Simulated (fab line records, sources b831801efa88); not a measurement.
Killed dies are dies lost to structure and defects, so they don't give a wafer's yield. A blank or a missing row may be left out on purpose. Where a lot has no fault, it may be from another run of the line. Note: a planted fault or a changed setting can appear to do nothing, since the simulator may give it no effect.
Which of the tools did it? -- flow gf180mcu -- 14 lots, 42 wafers sampled, at 3 steps of a route of 602

WHAT THE GAUGES SHOWED, per wafer
GF_V2_OVL_MEAS_15. Usual: V2_OVL typically reads 2 nm, with standard deviation 6.1.
lot,measured,on,V2_OVL (nm),flag
L692,day 20 12:08,overlay-02,1 5 -3,
L694,day 21 11:37,overlay-02,-5 -4 -5,
L696,day 22 05:01,overlay-02,9 3 17,
L697,day 22 15:48,overlay-01,10 14 9,
L698,day 22 18:02,overlay-02,4 -6 1,
L700,day 23 20:07,overlay-01,3 3 -3,
L705,day 25 05:58,overlay-01,1 11 12,
L706,day 25 17:52,overlay-02,3 14 9,
L707,day 25 23:46,overlay-02,4 0 -1,
L709,day 26 14:29,overlay-02,-2 -7 -10,
L710,day 26 17:49,overlay-01,-9 -4 -11,
L711,day 27 07:41,overlay-02,-2 -7 -1,
L713,day 27 16:10,overlay-01,-3 4 9,
L714,day 28 03:26,overlay-01,3 9 5,

GF_M3_CD_MEAS_14 targets a cd of 280 nm. Usual: cd_nm at 279.8 nm, with a standard deviation of 1.2.
lot,measured,on,cd_nm (nm),flag
L692,day 21 13:24,cd_sem-01,279.3 279.6 279.4,
L694,day 22 12:37,cd_sem-01,279.9 280.4 280.2,
L696,day 23 05:04,cd_sem-01,281.0 281.4 281.6,
L697,day 23 16:11,cd_sem-02,279.3 280.3 279.0,
L698,day 23 18:43,cd_sem-01,279.6 277.9 279.0,
L700,day 24 19:40,cd_sem-02,278.2 278.7 278.1,
L705,day 26 04:20,cd_sem-01,281.5 280.9 281.2,
L706,day 26 16:25,cd_sem-01,280.2 280.2 279.2,
L707,day 26 22:02,cd_sem-01,278.4 278.0 278.8,
L709,day 27 12:47,cd_sem-01,279.2 280.0 280.2,
L710,day 27 15:56,cd_sem-02,280.5 280.9 280.8,
L711,day 28 05:19,cd_sem-01,278.8 278.5 278.9,
L713,day 28 14:12,cd_sem-02,280.6 280.7 280.0,
L714,day 29 00:34,cd_sem-01,279.9 280.3 280.8,

EACH LOT AND THE TOOL THAT RAN IT (in order: tool; ch and the chambers of the sampled wafers; start)
lot,GF_M3_SPUTTER_01
L692,"pvd_sputter-04, day 20 13:37"
L694,"pvd_sputter-04, day 21 13:06"
L696,"pvd_sputter-01, day 22 06:31"
L697,"pvd_sputter-04, day 22 17:16"
L698,"pvd_sputter-03, day 22 19:52"
L700,"pvd_sputter-04, day 23 21:36"
L705,"pvd_sputter-04, day 25 07:31"
L706,"pvd_sputter-03, day 25 19:22"
L707,"pvd_sputter-01, day 26 01:15"
L709,"pvd_sputter-03, day 26 15:59"
L710,"pvd_sputter-03, day 26 19:19"
L711,"pvd_sputter-01, day 27 09:10"
L713,"pvd_sputter-01, day 27 17:40"
L714,"pvd_sputter-04, day 28 05:07"
- GF_M3_SPUTTER_01: material TiN, target thk 30 nm, time 25 s.

WHAT THE TOOLS THEMSELVES READ (means of the sampled wafers that have a number; where no wafer has one, the mark that the record gives instead)
GF_M3_SPUTTER_01. Usual: throttle_valve_pct at 29.7 %, with a standard deviation of 0.6.
lot,tool,throttle_valve_pct (%),flag
L692,pvd_sputter-04,29.4,
L694,pvd_sputter-04,29.2,
L696,pvd_sputter-01,30.2,
L697,pvd_sputter-04,29.6,
L698,pvd_sputter-03,29.6,
L700,pvd_sputter-04,29.8,
L705,pvd_sputter-04,29.4,
L706,pvd_sputter-03,29.7,
L707,pvd_sputter-01,29.3,
L709,pvd_sputter-03,29.3,
L710,pvd_sputter-03,30.0,
L711,pvd_sputter-01,29.8,
L713,pvd_sputter-01,29.6,
L714,pvd_sputter-04,29.5,

THE ANSWER, worked out from the rows above alone
Rule: a lot counts as off when the mean over its wafers that have a number is more than 3 standard deviations away from the usual mean. A lot without any number at a reading at which 4 lots or more have one is off too. Any other lot the step has rows for is counted as sound. Order of review: gauges by route order, followed by the tools' own readings, for which a lot's mean as printed above is used. The first step at which some lot is off is used, and at that step the reading that is off furthest; a lot without a number counts as furthest.
Nothing can be told from this: no lot is off at any reading shown.

WHAT THE SIMULATOR HAD PUT IN
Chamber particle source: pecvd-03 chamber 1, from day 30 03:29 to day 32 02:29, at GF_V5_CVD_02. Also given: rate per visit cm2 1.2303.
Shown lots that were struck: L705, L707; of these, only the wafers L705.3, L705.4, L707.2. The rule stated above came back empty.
